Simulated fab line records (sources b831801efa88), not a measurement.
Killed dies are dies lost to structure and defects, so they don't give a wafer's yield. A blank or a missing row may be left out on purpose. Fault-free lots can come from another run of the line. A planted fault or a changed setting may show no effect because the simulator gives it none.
Which tool was responsible? :: flow gf180mcu :: 14 lots with 42 wafers sampled at 4 steps, on a route of 602 steps

WHAT THE GAUGES SHOWED, per wafer
GF_HV_LDD_TW_MEAS_38. Usual: HV_LDD_3_TW 1438, standard deviation 7.
lot: L471
measured: day 11 08:31
on: film_metro-01
HV_LDD_3_TW: 1437 1444 1447
flag: 

lot: L472
measured: day 11 11:47
on: film_metro-04
HV_LDD_3_TW: 1443 1435 1444
flag: 

lot: L473
measured: day 11 20:13
on: film_metro-01
HV_LDD_3_TW: 1441 1443 1447
flag: 

lot: L474
measured: day 12 09:56
on: film_metro-04
HV_LDD_3_TW: 1437 1444 1429
flag: 

lot: L475
measured: day 12 10:41
on: film_metro-03
HV_LDD_3_TW: 1430 1430 1427
flag: 

lot: L476
measured: day 12 17:40
on: film_metro-01
HV_LDD_3_TW: 1444 1441 1449
flag: 

lot: L477
measured: day 13 08:44
on: film_metro-03
HV_LDD_3_TW: 1439 1421 1432
flag: 

lot: L478
measured: day 13 14:17
on: film_metro-04
HV_LDD_3_TW: 1435 1431 1435
flag: 

lot: L479
measured: day 14 04:49
on: film_metro-04
HV_LDD_3_TW: 1441 1438 1433
flag: 

lot: L480
measured: day 14 20:50
on: film_metro-01
HV_LDD_3_TW: 1453 1445 1449
flag: 

lot: L482
measured: day 15 17:42
on: film_metro-03
HV_LDD_3_TW: 1424 1430 1434
flag: 

lot: L485
measured: day 16 10:32
on: film_metro-04
HV_LDD_3_TW: 1435 1435 1436
flag: 

GF_V1_THK_MEAS_01. Usual: V1_CVD_00_THK 598 nm, standard deviation 6.4.
lot: L471
measured: day 16 18:41
on: film_metro-04
V1_CVD_00_THK (nm): 607 598 594
flag: 

lot: L472
measured: day 16 23:13
on: film_metro-02
V1_CVD_00_THK (nm): 594 602 606
flag: 

lot: L473
measured: day 17 09:00
on: film_metro-02
V1_CVD_00_THK (nm): 595 595 598
flag: 

lot: L474
measured: day 18 00:21
on: film_metro-02
V1_CVD_00_THK (nm): 596 602 602
flag: 

lot: L475
measured: day 18 03:07
on: film_metro-03
V1_CVD_00_THK (nm): 608 608 598
flag: 

lot: L476
measured: day 18 10:14
on: film_metro-03
V1_CVD_00_THK (nm): 598 597 591
flag: 

lot: L477
measured: day 19 03:02
on: film_metro-02
V1_CVD_00_THK (nm): 607 596 601
flag: 

lot: L478
measured: day 19 10:31
on: film_metro-04
V1_CVD_00_THK (nm): 590 599 593
flag: 

lot: L479
measured: day 20 04:11
on: film_metro-02
V1_CVD_00_THK (nm): 601 592 598
flag: 

lot: L480
measured: day 20 20:29
on: film_metro-02
V1_CVD_00_THK (nm): 588 593 591
flag: 

lot: L482
measured: day 21 20:29
on: film_metro-04
V1_CVD_00_THK (nm): 599 593 589
flag: 

lot: L485
measured: day 22 15:51
on: film_metro-02
V1_CVD_00_THK (nm): 589 584 595
flag: 

WHAT TOOL EACH LOT RAN ON (gives the tool, then ch and the chambers of the sampled wafers, and finally the start)
lot: L471
GF_POLY_GATE_DEVELOP_09: litho_track-04 ch 0, day 8 23:22
GF_CONTACT_CMP_27: cmp-02 ch 0,1, day 15 20:08

lot: L472
GF_POLY_GATE_DEVELOP_09: litho_track-01 ch 0, day 9 01:56
GF_CONTACT_CMP_27: cmp-02 ch 2,3, day 15 23:31

lot: L473
GF_POLY_GATE_DEVELOP_09: litho_track-01 ch 0, day 9 11:28
GF_CONTACT_CMP_27: cmp-01 ch 0,2,3, day 16 09:01

lot: L474
GF_POLY_GATE_DEVELOP_09: litho_track-02 ch 0, day 9 20:53
GF_CONTACT_CMP_27: cmp-01 ch 0,3, day 16 23:50

lot: L475
GF_POLY_GATE_DEVELOP_09: litho_track-02 ch 0, day 10 00:25
GF_CONTACT_CMP_27: cmp-02 ch 0,1,3, day 17 02:04

lot: L476
GF_POLY_GATE_DEVELOP_09: litho_track-01 ch 0, day 10 06:22
GF_CONTACT_CMP_27: cmp-01 ch 0,2,3, day 17 08:58

lot: L477
GF_POLY_GATE_DEVELOP_09: litho_track-01 ch 0, day 10 19:41
GF_CONTACT_CMP_27: cmp-02 ch 1,3, day 18 01:40

lot: L478
GF_POLY_GATE_DEVELOP_09: litho_track-01 ch 0, day 11 01:02
GF_CONTACT_CMP_27: cmp-01 ch 0,1,3, day 18 09:07

lot: L479
GF_POLY_GATE_DEVELOP_09: litho_track-02 ch 0, day 11 15:46
GF_CONTACT_CMP_27: cmp-01 ch 2,3, day 19 02:28

lot: L480
GF_POLY_GATE_DEVELOP_09: litho_track-04 ch 0, day 12 05:36
GF_CONTACT_CMP_27: cmp-01 ch 0,1,3, day 19 18:56

lot: L482
GF_POLY_GATE_DEVELOP_09: litho_track-04 ch 0, day 12 23:48
GF_CONTACT_CMP_27: cmp-02 ch 2,3, day 20 19:22

lot: L485
GF_POLY_GATE_DEVELOP_09: litho_track-04 ch 0, day 13 16:36
GF_CONTACT_CMP_27: cmp-01 ch 0,2,3, day 21 15:22

lot: L487
GF_POLY_GATE_DEVELOP_09: litho_track-02, day 14 05:46
GF_CONTACT_CMP_27: -

lot: L486
GF_POLY_GATE_DEVELOP_09: litho_track-02, day 14 08:02
GF_CONTACT_CMP_27: -
- GF_POLY_GATE_DEVELOP_09: develop time 60 s.
- GF_CONTACT_CMP_27: polishes, stops on SiO2, t overpolish 15 s, target thk 0 nm.

AS READ BY THE TOOLS THEMSELVES (means over the sampled wafers that have a number; for cases with no such wafer, the mark the record gives instead)
GF_POLY_GATE_DEVELOP_09. Usual: chill_plate_temp_C at 22.99 C, with a standard deviation of 0.11.
lot: L471
tool: litho_track-04
chill_plate_temp_C (C): 22.97
flag: 

lot: L472
tool: litho_track-01
chill_plate_temp_C (C): 23.01
flag: 

lot: L473
tool: litho_track-01
chill_plate_temp_C (C): 23.11
flag: 

lot: L474
tool: litho_track-02
chill_plate_temp_C (C): 22.95
flag: 

lot: L475
tool: litho_track-02
chill_plate_temp_C (C): 22.99
flag: 

lot: L476
tool: litho_track-01
chill_plate_temp_C (C): 23.08
flag: 

lot: L477
tool: litho_track-01
chill_plate_temp_C (C): 22.97
flag: 

lot: L478
tool: litho_track-01
chill_plate_temp_C (C): 22.96
flag: 

lot: L479
tool: litho_track-02
chill_plate_temp_C (C): 22.91
flag: 

lot: L480
tool: litho_track-04
chill_plate_temp_C (C): 22.97
flag: 

lot: L482
tool: litho_track-04
chill_plate_temp_C (C): 22.99
flag: 

lot: L485
tool: litho_track-04
chill_plate_temp_C (C): 22.95
flag: 

lot: L487
tool: litho_track-02
chill_plate_temp_C (C): -
flag: OFF

lot: L486
tool: litho_track-02
chill_plate_temp_C (C): -
flag: OFF

GF_CONTACT_CMP_27. Usual: motor_current_A 10.5 A, standard deviation 0.83; overpolish_run_s 15.001 s, standard deviation 0.0092; time_to_endpoint_s 71 s, standard deviation 3.2.
lot: L471
tool: cmp-02
motor_current_A (A): 11.4
overpolish_run_s (s): 14.997
time_to_endpoint_s (s): 68
flag: 

lot: L472
tool: cmp-02
motor_current_A (A): 9.9
overpolish_run_s (s): 15.008
time_to_endpoint_s (s): 70
flag: 

lot: L473
tool: cmp-01
motor_current_A (A): 10.3
overpolish_run_s (s): 14.988
time_to_endpoint_s (s): 68
flag: 

lot: L474
tool: cmp-01
motor_current_A (A): 10.1
overpolish_run_s (s): 14.998
time_to_endpoint_s (s): 70
flag: 

lot: L475
tool: cmp-02
motor_current_A (A): 10.8
overpolish_run_s (s): 14.993
time_to_endpoint_s (s): 71
flag: 

lot: L476
tool: cmp-01
motor_current_A (A): 10.9
overpolish_run_s (s): 15.002
time_to_endpoint_s (s): 69
flag: 

lot: L477
tool: cmp-02
motor_current_A (A): 11.5
overpolish_run_s (s): 15.004
time_to_endpoint_s (s): 71
flag: 

lot: L478
tool: cmp-01
motor_current_A (A): 10.1
overpolish_run_s (s): 15.000
time_to_endpoint_s (s): 70
flag: 

lot: L479
tool: cmp-01
motor_current_A (A): 10.9
overpolish_run_s (s): 15.007
time_to_endpoint_s (s): 67
flag: 

lot: L480
tool: cmp-01
motor_current_A (A): 10.3
overpolish_run_s (s): 15.000
time_to_endpoint_s (s): 69
flag: 

lot: L482
tool: cmp-02
motor_current_A (A): 9.6
overpolish_run_s (s): 14.999
time_to_endpoint_s (s): 72
flag: 

lot: L485
tool: cmp-01
motor_current_A (A): 10.5
overpolish_run_s (s): 15.005
time_to_endpoint_s (s): 71
flag: 

THE ANSWER, worked out from the rows above alone
Rule: take the mean of a lot's wafers that have a number; if it is more than 3 standard deviations from the usual mean, the lot is off. Also off: a lot with no number at a reading for which 4 or more lots have one. The other lots that the step has rows for count as sound. The gauges are gone through in route order, then the tools' own readings, and for those a lot's mean is taken as printed above. At the first step where some lot is off, the reading lying furthest off is the one used; lots without a number count as furthest.
Off at GF_POLY_GATE_DEVELOP_09 (chill_plate_temp_C): L487, L486. Without a number there: L487, L486.
If a tool, at that step or one of the process steps before it, ran each lot that is off and ran no sound lot following the first of them, it fits. One fits: GF_POLY_GATE_DEVELOP_09 on litho_track-02. Its last sound lot is L479 (day 11 15:46), its first lot that is off L487 (day 14 05:46): a fault that began between those two fits.
Blank at GF_POLY_GATE_DEVELOP_09 on the lots that are off, where sound lots have numbers: chill_plate_temp_C.

WHAT THE SIMULATOR HAD PUT IN
Beginning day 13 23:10, the whole step at GF_POLY_GATE_DEVELOP_09 was skipped on litho_track-02. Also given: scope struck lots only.
Shown lots that were struck: L487, L486. Same finding as the rule above.
